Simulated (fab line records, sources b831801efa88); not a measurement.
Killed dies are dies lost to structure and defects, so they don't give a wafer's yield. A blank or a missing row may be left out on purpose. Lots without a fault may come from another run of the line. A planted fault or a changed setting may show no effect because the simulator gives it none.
fab line records | flow sky130
record lots=11 wafers=29 last_day=51
route steps=708 shown LI_CONTACT@376 VIA1@479 PAD_OPEN@708
lots that met no fault: from a run of the same line without faults
start_h: hours from the record's first day to the start of the lot's first wafer shown | wait_h: hours since the lot's step before | " the same as in the row above | L1.1+2: a row that stands for several wafers | - no value, or no start given | * or withheld: withheld | < > ~ a bound
route shown NAME@n: a module of which the file shows steps, and the number in the route of the first | usual: mean/standard deviation of fault-free wafers | same: alike in all rows | chamber/n: place in a boat | sites: the reading at each site | _std_site: their standard deviation | _edge_site: outer sites' mean less inner sites' | radius_mm: how far each site lies from the wafer's centre | mask NAME#n: copy n | behind: the tool/chamber that last shaped the wafer | hold: why the lot was held/for how many hours/how that ended | device: the transistor (n, p or np) that didn't switch | end of line: the same wafers' tests at the end of the route | a step without rows: its recipe alone | killed: dies lost to structure and defects at the first sort, not the wafer's yield | map: a wafer's dies, x killed, . not, _ none there
set.NAME: the setting as run; set.NAME@STEP: as run at that earlier step | model.NAME: the simulator's own value behind a step, which no gauge read
steps of the route over a sample of lots; a table a step, a row a wafer
services: from which hour (start_h, from the record's first day; less than 0 if before it) a tool's chamber was out of use, for how many hours, and why
## steps
# step SKY_LI_CONTACT_ETCH_14
# recipe chemistry=N2/H2 target=BARC ion_energy_ev=200 source_w=500 bias_w=100 pressure_mtorr=30 n2_flow_sccm=100 h2_flow_sccm=200 stop_on=SiO2 time_s=45.9 target_depth_a=600
# usual drypump_motor_current_A=5.8/0.47 oes_product_au=0.855/0.0041 throttle_valve_pct=13.225/0.0099
# columns lot.wafer tool chamber start_h wait_h drypump_motor_current_A oes_product_au rf_hours_counter_h throttle_valve_pct
L502.4 rie_diel-04 2 719.24 0.0 6.2 0.858 - 13.221
L502.5 " 1 " " 4.9 0.861 - 13.226
L502.6 " 0 " " 5.7 0.864 - 13.223
L503.1 rie_diel-04 0 737.99 0.0 5.7 0.851 11 13.231
L503.3 " 3 " " 4.8 0.855 22 13.209
L503.6 " 3 " " 4.8 0.856 - 13.217
L505.2 rie_diel-03 0 748.98 0.0 5.8 0.855 0 13.216
L505.4 " 3 " " 6.3 0.852 3 13.235
L505.5 " 3 " " 6.3 0.861 - 13.237
L508.2 rie_diel-03 3 769.69 0.0 6.3 0.855 4 13.224
L508.4 " 0 " " 5.9 0.859 - 13.216
L508.6 " 3 " " 6.3 0.853 - 13.222
L511.2 rie_diel-03 0 801.66 0.0 5.8 0.849 2 13.228
L513.3 rie_diel-02 3 804.41 0.0 6.0 0.856 9 13.238
L515.3 rie_diel-03 0 821.01 0.0 5.9 0.858 2 13.222
L515.4 " 3 " " 6.3 0.857 6 13.211
L515.5 " 2 " " 5.7 0.859 - 13.241
L517.1 rie_diel-04 2 830.39 0.0 6.2 0.852 10 13.225
L517.5 " 1 " " 4.9 0.850 - 13.226
L517.6 " 0 " " 5.7 0.853 - 13.231
L520.1 rie_diel-02 3 855.92 0.0 6.0 0.852 11 13.213
L520.4 " 2 " " 6.2 0.852 23 13.231
L520.5 " 3 " " 6.0 0.845 - 13.244
L521.1 rie_diel-03 1 857.82 0.0 5.3 0.858 22 13.223
L521.4 " 0 " " 5.8 0.857 3 13.225
L521.6 " 2 " " 5.7 0.852 - 13.227
L522.1 rie_diel-02 3 872.22 0.0 6.0 0.857 11 13.215
L522.3 " 2 " " 6.2 0.855 24 13.238
L522.4 " 0 " " 6.2 0.854 15 13.234
# step SKY_LI_CONTACT_SPUTTER_19
# recipe material=Ti target_thk_nm=20 chamber_pressure_pa=5 power_w=2500 substrate_temp_c=200 time_s=106.37
# usual throttle_valve_pct=30.2/1.1
# columns lot.wafer tool chamber start_h wait_h throttle_valve_pct
L502.4 pvd_sputter-02 - 719.65 0.0 31.2
L502.5 " - " " 28.6
L502.6 " - " " 31.8
L503.1 pvd_sputter-02 - 738.41 0.0 31.2
L503.3 " - " " 29.5
L503.6 " - " " 31.8
L505.2 pvd_sputter-02 - 749.40 0.0 31.8
L505.4 " - " " 31.4
L505.5 " - " " 31.2
L508.2 pvd_sputter-02 - 770.13 0.0 29.5
L508.4 " - " " 32.0
L508.6 " - " " 28.3
L511.2 pvd_sputter-02 - 802.10 0.0 29.4
L513.3 pvd_sputter-04 - 804.85 0.0 29.2
L515.3 pvd_sputter-01 - 821.45 0.0 31.3
L515.4 " - " " 31.3
L515.5 " - " " 29.4
L517.1 pvd_sputter-04 - 830.81 0.0 30.4
L517.5 " - " " 30.6
L517.6 " - " " 29.1
L520.1 pvd_sputter-01 - 856.34 0.0 31.0
L520.4 " - " " 31.3
L520.5 " - " " 29.8
L521.1 pvd_sputter-04 - 858.25 0.0 30.0
L521.4 " - " " 29.3
L521.6 " - " " 29.5
L522.1 pvd_sputter-04 - 872.64 0.0 30.1
L522.3 " - " " 30.5
L522.4 " - " " 29.6
# step SKY_LI_CONTACT_THK_MEAS_23
# recipe thk_meas_gauge=xrf reads=W_of_LI_CONTACT_CVD_21
# usual LI_CONTACT_W_THK=417/8.2
# columns lot.wafer tool chamber start_h wait_h LI_CONTACT_W_THK[nm]
L502.4 film_metro-02 - 720.06 0.1 415
L502.5 " - " " 414
L502.6 " - " " 415
L503.1 film_metro-01 - 738.79 0.1 415
L503.3 " - " " 413
L503.6 " - " " 423
L505.2 film_metro-04 - 749.79 0.1 427
L505.4 " - " " 416
L505.5 " - " " 423
L508.2 film_metro-01 - 770.52 0.1 403
L508.4 " - " " 403
L508.6 " - " " 404
L511.2 film_metro-04 - 802.50 0.1 420
L513.3 film_metro-02 - 805.26 0.1 417
L515.3 film_metro-04 - 821.86 0.1 429
L515.4 " - " " 424
L515.5 " - " " 423
L517.1 film_metro-01 - 831.19 0.1 404
L517.5 " - " " 408
L517.6 " - " " 421
L520.1 film_metro-02 - 856.72 0.1 421
L520.4 " - " " 415
L520.5 " - " " 411
L521.1 film_metro-02 - 858.64 0.1 423
L521.4 " - " " 428
L521.6 " - " " 423
L522.1 film_metro-02 - 873.02 0.1 430
L522.3 " - " " 432
L522.4 " - " " 420
# step SKY_VIA1_CVD_21
# recipe material=W target_thk_nm=270 time_s=80.902 temp_c=400 pressure_torr=40
# usual heater_power_w=838/89
# columns lot.wafer tool chamber start_h wait_h heater_power_w
L502.4 cvd_w-02 1 835.88 0.0 757
L502.5 " 0 " " 871
L502.6 " 1 " " 765
L503.1 cvd_w-02 0 853.43 0.0 864
L503.3 " 0 " " 860
L503.6 " 0 " " 867
L505.2 cvd_w-01 1 865.01 0.0 770
L505.4 " 0 " " 991
L505.5 " 1 " " 795
L508.2 cvd_w-01 1 886.11 0.0 812
L508.4 " 0 " " 950
L508.6 " 1 " " 795
L511.2 cvd_w-01 0 915.81 0.0 981
L513.3 cvd_w-01 0 917.65 0.1 976
L515.3 cvd_w-01 0 932.20 0.1 956
L515.4 " 1 " " 805
L515.5 " 1 " " 813
L517.1 cvd_w-02 1 943.18 0.0 700
L517.5 " 1 " " 711
L517.6 " 0 " " 842
L520.1 cvd_w-02 0 964.40 0.0 843
L520.4 " 0 " " 861
L520.5 " 1 " " 713
L521.1 cvd_w-02 1 967.82 0.0 705
L521.4 " 0 " " 856
L521.6 " 1 " " 719
L522.1 cvd_w-02 1 981.47 0.0 710
L522.3 " 0 " " 845
L522.4 " 1 " " 729
# step SKY_VIA1_RS_MEAS_22
# recipe thk_meas_gauge=four-point-probe reads=W_of_VIA1_CVD_21+TiN_of_VIA1_SPUTTER_20
# usual VIA1_W_RS=0.424/0.0069
# columns lot.wafer tool chamber start_h wait_h hold VIA1_W_RS[ohm/sq]
L502.4 film_metro-04 - 836.00 0.1 - 0.431
L502.5 " - " " - 0.423
L502.6 " - " " - 0.429
L503.1 film_metro-02 - 853.53 0.1 - 0.429
L503.3 " - " " - 0.426
L503.6 " - " " - 0.432
L505.2 film_metro-02 - 865.12 0.1 - 0.416
L505.4 " - " " - 0.427
L505.5 " - " " - 0.418
L508.2 film_metro-01 - 886.22 0.1 - 0.414
L508.4 " - " " - 0.422
L508.6 " - " " - 0.411
L511.2 film_metro-01 - 915.92 0.1 await_dispo/0.2h/release 0.332
L511.2 film_metro-01 - 916.21 0.3 - 0.331
L513.3 film_metro-02 - 917.75 0.1 await_dispo/0.2h/release 0.329
L513.3 film_metro-02 - 918.04 0.3 - 0.330
L515.3 film_metro-02 - 932.30 0.1 await_dispo/0.2h/release 0.333
L515.4 " - " " await_dispo/0.2h/release 0.410
L515.5 " - " " await_dispo/0.2h/release 0.415
L515.3 film_metro-02 - 932.59 0.3 - 0.333
L515.4 " - " " - 0.412
L515.5 " - " " - 0.415
L517.1 film_metro-04 - 943.27 0.1 - 0.432
L517.5 " - " " - 0.428
L517.6 " - " " - 0.432
L520.1 film_metro-02 - 964.50 0.1 - 0.432
L520.4 " - " " - 0.424
L520.5 " - " " - 0.432
L521.1 film_metro-02 - 967.91 0.1 - 0.426
L521.4 " - " " - 0.423
L521.6 " - " " - 0.422
L522.1 film_metro-02 - 981.58 0.1 - 0.424
L522.3 " - " " - 0.428
L522.4 " - " " - 0.427
# step SKY_VIA1_THK_MEAS_23
# recipe thk_meas_gauge=xrf reads=W_of_VIA1_CVD_21
# usual VIA1_W_THK=278/4.4
# columns lot.wafer tool chamber start_h wait_h hold VIA1_W_THK[nm]
L502.4 film_metro-04 - 836.09 0.1 - 276
L502.5 " - " " - 283
L502.6 " - " " - 278
L503.1 film_metro-02 - 853.65 0.1 - 276
L503.3 " - " " - 278
L503.6 " - " " - 274
L505.2 film_metro-02 - 865.23 0.1 - 286
L505.4 " - " " - 279
L505.5 " - " " - 285
L508.2 film_metro-01 - 886.33 0.1 - 282
L508.4 " - " " - 277
L508.6 " - " " - 282
L511.2 film_metro-01 - 919.84 3.6 await_dispo/0.2h/release 355
L511.2 film_metro-01 - 920.07 0.2 - 354
L513.3 film_metro-02 - 920.85 2.8 await_dispo/0.2h/release 360
L513.3 film_metro-02 - 921.08 0.2 - 360
L515.3 film_metro-02 - 934.59 2.0 await_dispo/0.2h/release 360
L515.4 " - " " await_dispo/0.2h/release 287
L515.5 " - " " await_dispo/0.2h/release 286
L515.3 film_metro-02 - 934.81 0.2 - 357
L515.4 " - " " - 288
L515.5 " - " " - 285
L517.1 film_metro-04 - 943.39 0.1 - 275
L517.5 " - " " - 277
L517.6 " - " " - 275
L520.1 film_metro-02 - 964.62 0.1 - 274
L520.4 " - " " - 277
L520.5 " - " " - 275
L521.1 film_metro-02 - 968.03 0.1 - 276
L521.4 " - " " - 279
L521.6 " - " " - 279
L522.1 film_metro-02 - 981.70 0.1 - 280
L522.3 " - " " - 276
L522.4 " - " " - 277
# step SKY_VIA1_CMP_24
# recipe stop_on=SiO2 t_overpolish_s=15 down_force_psi=3.5 platen_rpm=60 target_thk_nm=0 pad_velocity_m_s=0.94248
# usual edge_zone_pressure_frac=1.000/0.0052 motor_current_A=10.8/1.2 time_to_endpoint_s=66/4.1
# columns lot.wafer tool chamber start_h wait_h hold edge_zone_pressure_frac motor_current_A time_to_endpoint_s
L502.4 cmp-02 0 836.27 0.2 - 1.007 9.0 66
L502.6 " 1 " " - 1.001 11.1 63
L502.5 " 2 " " - 1.011 11.3 72
L503.1 cmp-02 0 853.76 0.1 - 1.001 9.1 60
L503.3 " 1 " " - 1.009 11.1 63
L503.6 " 3 " " - 0.999 10.8 67
L505.4 cmp-01 3 865.33 0.1 - 1.008 10.4 62
L505.2 " 1 " " - 1.003 11.2 61
L505.5 " 2 " " - 1.003 10.6 61
L508.4 cmp-02 1 886.48 0.1 - 1.001 10.6 60
L508.2 " 2 " " - 1.005 11.1 69
L508.6 " 3 " " - 1.004 10.9 66
L511.2 cmp-01 3 923.50 3.4 await_dispo/3.4h/release 0.988 10.1 83
L513.3 cmp-02 0 924.73 3.6 await_dispo/3.6h/release 1.007 8.8 81
L517.1 cmp-01 1 943.55 0.1 - 0.998 11.1 63
L517.5 " 3 " " - 0.998 10.5 66
L517.6 " 0 " " - 0.995 13.4 64
L515.4 cmp-02 1 945.89 11.1 await_dispo/1.7h/release 1.001 11.0 67
L515.3 " 2 " " await_dispo/1.7h/release 0.998 11.2 90
L515.5 " 1 " " await_dispo/1.7h/release 0.998 10.8 67
L520.1 cmp-02 0 964.78 0.1 - 1.004 8.9 59
L520.4 " 1 " " - 1.000 10.6 61
L520.5 " 2 " " - 1.000 10.9 66
L521.1 cmp-02 2 968.14 0.1 - 1.000 10.8 75
L521.4 " 3 " " - 0.996 10.7 72
L521.6 " 1 " " - 1.007 11.0 64
L522.1 cmp-01 0 981.76 0.1 - 1.009 13.0 66
L522.3 " 1 " " - 0.999 10.5 60
L522.4 " 3 " " - 1.006 10.1 70
# step SKY_PAD_OPEN_PROBE_99
# usual defect_limited_yield=82.5/1.9 killed_at_M0_to_M3=43/6.8 killed_at_M4_up=3.2/2 killed_at_contacts=24/5.3 killed_at_front_end=16/4.4 killed_at_other=0.3/0.54 killed_dies=86/9.4 killed_open=48/6.6 killed_short=38/6.5 sort_bin_3_pad_short=0.8/0.4 sort_bin_5_function=10.4/1.5 sort_bin_6_memory=6.3/1.2 sort_n_pass=406/9.4 sort_yield_pct=82.5/1.9
# same gross_dies=492 killed_at_back_side=0 sort_bin_4_leakage[%]=0 sort_bin_8_speed[%]=0
# columns lot.wafer tool chamber start_h wait_h defect_limited_yield[%] killed_at_M0_to_M3 killed_at_M4_up killed_at_contacts killed_at_front_end killed_at_other killed_dies killed_open killed_short sort_bin_3_pad_short[%] sort_bin_5_function[%] sort_bin_6_memory[%] sort_n_pass sort_yield_pct[%]
L502.4 prober-01 - 1116.96 0.2 83.9 42 1 17 19 0 79 45 34 0.8 8.9 6.3 413 83.9
L502.5 prober-01 - 1117.01 0.2 82.5 39 3 28 16 0 86 49 37 0.6 8.5 8.3 406 82.5
L502.6 prober-01 - 1117.06 0.2 80.1 55 3 25 15 0 98 59 39 0.8 11.8 7.3 394 80.1
L503.1 prober-01 - 1131.59 0.1 78.3 53 4 30 20 0 107 68 39 0.2 13.8 7.7 385 78.3
L503.3 prober-01 - 1131.69 0.2 81.7 44 2 21 22 1 90 46 44 1.0 10.8 6.5 402 81.7
L503.6 prober-01 - 1131.84 0.2 83.9 32 2 21 24 0 79 45 33 0.2 10.6 5.3 413 83.9
L505.2 prober-02 - 1140.55 0.1 83.5 46 2 16 17 0 81 49 32 0.8 10.0 5.7 411 83.5
L505.4 prober-02 - 1140.65 0.2 85.0 36 4 29 5 0 74 41 33 1.2 9.3 4.5 418 85.0
L505.5 prober-02 - 1140.70 0.2 85.2 31 4 19 18 1 73 41 32 0.6 9.3 4.9 419 85.2
L515.4 prober-01 - 1188.60 0.2 81.5 45 2 22 22 0 91 46 45 0.6 7.7 10.2 401 81.5
L515.5 prober-01 - 1188.65 0.2 83.5 30 5 32 13 1 81 46 35 1.8 8.7 5.9 411 83.5
L521.1 prober-02 - 1209.31 0.1 80.7 51 3 24 17 0 95 48 47 0.8 12.0 6.5 397 80.7
L521.4 prober-02 - 1209.46 0.2 82.9 34 1 30 18 1 84 50 34 1.2 8.7 7.1 408 82.9
L521.6 prober-02 - 1209.56 0.2 83.5 40 3 29 9 0 81 55 25 0.4 11.0 5.1 411 83.5
L522.1 prober-01 - 1218.85 0.1 80.1 51 1 23 22 1 98 61 37 1.2 13.6 5.1 394 80.1
L522.3 prober-01 - 1218.95 0.2 80.1 45 5 28 20 0 98 53 44 1.4 10.6 7.9 394 80.1
L522.4 prober-01 - 1219.00 0.2 82.9 40 1 23 19 1 84 48 36 0.6 10.4 6.1 408 82.9
# killed by level:class
L502.4 LI_CONTACT:geometric_particle:open=9 VIA1:geometric_particle:open=8 VIA2:geometric_particle:open=7 VIA3:geometric_particle:open=7 POLY_GATE:geometric_particle:short=5 VIA1:geometric_particle:short=5 CONTACT:geometric_particle:open=5 FIELD_ISO:geometric_particle:short=4
L502.5 VIA1:geometric_particle:open=11 CONTACT:geometric_particle:open=10 LI_CONTACT:geometric_particle:open=7 VIA3:geometric_particle:open=7 POLY_GATE:geometric_particle:open=6 VIA2:geometric_particle:open=5 FIELD_ISO:geometric_particle:short=5 LI_CONTACT:geometric_particle:short=5
L502.6 VIA2:geometric_particle:open=10 VIA3:geometric_particle:open=9 METAL2:geometric_particle:short=9 CONTACT:geometric_particle:open=8 LI_CONTACT:geometric_particle:open=7 VIA1:geometric_particle:open=7 VIA3:geometric_particle:short=5 POLY_GATE:geometric_particle:open=4
L503.1 VIA1:geometric_particle:open=17 CONTACT:geometric_particle:open=11 FIELD_ISO:geometric_particle:open=8 LI_CONTACT:geometric_particle:open=7 CONTACT:geometric_particle:short=6 VIA2:geometric_particle:open=6 VIA3:geometric_particle:open=6 METAL2:geometric_particle:short=5
L503.3 VIA3:geometric_particle:open=11 CONTACT:geometric_particle:open=11 POLY_GATE:geometric_particle:short=8 VIA1:geometric_particle:open=7 METAL1:geometric_particle:short=7 POLY_GATE:geometric_particle:open=5 LOCAL_INTERCONNECT:geometric_particle:short=4 METAL2:geometric_particle:short=4
L503.6 VIA1:geometric_particle:open=11 CONTACT:geometric_particle:open=9 POLY_GATE:geometric_particle:open=7 METAL1:geometric_particle:short=7 FIELD_ISO:geometric_particle:short=4 POLY_GATE:geometric_particle:short=4 VIA2:geometric_particle:open=4 VIA1:geometric_particle:short=4
L505.2 VIA1:geometric_particle:open=17 VIA2:geometric_particle:open=8 CONTACT:geometric_particle:open=8 METAL2:geometric_particle:short=7 POLY_GATE:geometric_particle:short=4 VIA1:geometric_particle:short=4 VIA3:geometric_particle:open=4 FIELD_ISO:geometric_particle:open=3
L505.4 VIA1:geometric_particle:open=10 CONTACT:geometric_particle:short=9 CONTACT:geometric_particle:open=9 VIA3:geometric_particle:open=6 LI_CONTACT:geometric_particle:open=5 VIA2:geometric_particle:open=4 METAL4:geometric_particle:short=4 LI_CONTACT:geometric_particle:short=3
L505.5 CONTACT:geometric_particle:open=8 VIA1:geometric_particle:open=8 CONTACT:geometric_particle:short=6 VIA3:geometric_particle:open=5 VIA1:geometric_particle:short=5 FIELD_ISO:geometric_particle:open=4 SPACER:geometric_particle:open=4 POLY_GATE:geometric_particle:short=3
L515.4 LI_CONTACT:geometric_particle:open=8 FIELD_ISO:geometric_particle:short=7 CONTACT:geometric_particle:open=7 POLY_GATE:geometric_particle:short=6 METAL1:geometric_particle:short=6 VIA2:geometric_particle:open=6 VIA1:geometric_particle:open=6 POLY_GATE:geometric_particle:open=5
L515.5 CONTACT:geometric_particle:open=10 LI_CONTACT:geometric_particle:open=7 VIA1:geometric_particle:open=7 FIELD_ISO:geometric_particle:open=5 LOCAL_INTERCONNECT:geometric_particle:short=5 VIA3:geometric_particle:open=5 FIELD_ISO:geometric_particle:short=4 CONTACT:geometric_particle:short=4
L521.1 LI_CONTACT:geometric_particle:open=11 VIA1:geometric_particle:open=10 VIA3:geometric_particle:open=7 VIA1:geometric_particle:short=7 METAL1:geometric_particle:short=6 FIELD_ISO:geometric_particle:short=5 METAL2:geometric_particle:short=5 CONTACT:geometric_particle:open=5
L521.4 CONTACT:geometric_particle:open=11 LI_CONTACT:geometric_particle:open=9 FIELD_ISO:geometric_particle:open=8 VIA1:geometric_particle:open=8 METAL1:geometric_particle:short=5 POLY_GATE:geometric_particle:open=4 LI_CONTACT:geometric_particle:short=4 CONTACT:geometric_particle:short=4
L521.6 CONTACT:geometric_particle:open=15 VIA1:geometric_particle:open=12 LI_CONTACT:geometric_particle:open=8 VIA3:geometric_particle:open=8 METAL3:geometric_particle:short=6 METAL2:geometric_particle:short=5 VIA2:geometric_particle:open=4 FIELD_ISO:geometric_particle:open=3
L522.1 CONTACT:geometric_particle:open=16 VIA1:geometric_particle:open=14 VIA3:geometric_particle:open=8 METAL1:geometric_particle:short=7 METAL2:geometric_particle:short=7 FIELD_ISO:geometric_particle:open=6 VIA1:geometric_particle:short=6 POLY_GATE:geometric_particle:short=6
L522.3 VIA1:geometric_particle:open=10 VIA2:geometric_particle:open=9 POLY_GATE:geometric_particle:open=7 LI_CONTACT:geometric_particle:open=7 VIA3:geometric_particle:open=7 LOCAL_INTERCONNECT:geometric_particle:short=6 CONTACT:geometric_particle:short=6 POLY_GATE:geometric_particle:short=5
L522.4 LI_CONTACT:geometric_particle:open=10 CONTACT:geometric_particle:open=8 VIA1:geometric_particle:open=7 VIA3:geometric_particle:open=7 METAL1:geometric_particle:short=6 METAL2:geometric_particle:short=6 FIELD_ISO:geometric_particle:open=5 FIELD_ISO:geometric_particle:short=4
## services
# columns tool chamber start_h hours kind
cmp-02 - 697.57 0.5 repair
cvd_w-02 - 698.95 2.6 repair
cvd_w-02 0 727.03 5.5 repair
cmp-02 - 733.95 2.6 repair
cmp-02 - 740.93 1.0 repair
cmp-02 - 751.87 4.0 pm
rie_diel-03 2 760.36 4.0 repair
cmp-02 - 762.64 0.6 repair
cmp-02 - 768.50 2.5 repair
cvd_w-02 - 781.67 0.4 repair
cvd_w-01 1 783.09 7.0 repair
cvd_w-01 - 788.95 0.7 repair
cmp-02 - 798.65 2.1 repair
cvd_w-01 0 836.55 12.3 repair
cmp-02 - 838.63 3.8 pm
pvd_sputter-02 - 887.03 0.6 repair
rie_diel-03 0 896.43 10.0 repair
cvd_w-01 - 901.81 0.3 repair
cvd_w-02 - 904.00 14.0 pm
rie_diel-03 0 936.03 8.2 repair
cmp-02 - 936.58 9.3 repair
pvd_sputter-02 - 956.80 4.2 repair
rie_diel-03 - 965.00 2.8 pm
cmp-02 - 981.53 7.5 pm
## key
first_sign step=SKY_VIA1_RS_MEAS_22 reading=visit direction=added
effect step=SKY_VIA1_RS_MEAS_22 reading=VIA1_W_RS direction=down sigmas=13 usual=0.424 struck=0.331
effect step=SKY_VIA1_THK_MEAS_23 reading=visit direction=added
effect step=SKY_VIA1_THK_MEAS_23 reading=VIA1_W_THK direction=up sigmas=18 usual=278 struck=358
effect step=SKY_VIA1_CMP_24 reading=time_to_endpoint_s direction=up sigmas=4.6 usual=* struck=*
met_at SKY_VIA1_CVD_21
struck_lots L511,L513,L515
struck_wafers L511.2,L513.3,L515.3
rows_end L515.3
sort_left_out L511.2,L513.3
tester_left_out L511,L513
not_acting_at SKY_LI_CONTACT_ETCH_14,SKY_LI_CONTACT_SPUTTER_19,SKY_LI_CONTACT_THK_MEAS_23
onset_between 886.11 915.81
earlier_fault kind=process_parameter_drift tool=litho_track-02 chamber=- onset_h=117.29 steps=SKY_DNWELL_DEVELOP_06 channel=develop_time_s offset=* shape=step end_h=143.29 acts_in=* stated=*
fault kind=process_parameter_drift tool=cvd_w-01 chamber=0 onset_h=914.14 steps=SKY_VIA1_CVD_21 channel=target_thk_nm offset=77.421 shape=step acts_in=these_recipes_only stated=270
# tester_left_out: of these lots the tester's yield and bins aren't shown, on N5 and GAA mostly nor the transistor test; their killed dies are dies lost to structure and defects alone, not to doping, threshold or leakage, so they don't give the yield
# sort_left_out: the simulated sort isn't trusted on such a fault, so these wafers' sort isn't shown, and their yield isn't known
# rows_end: these wafers met a further fault down the route, and their rows from its step on are left out
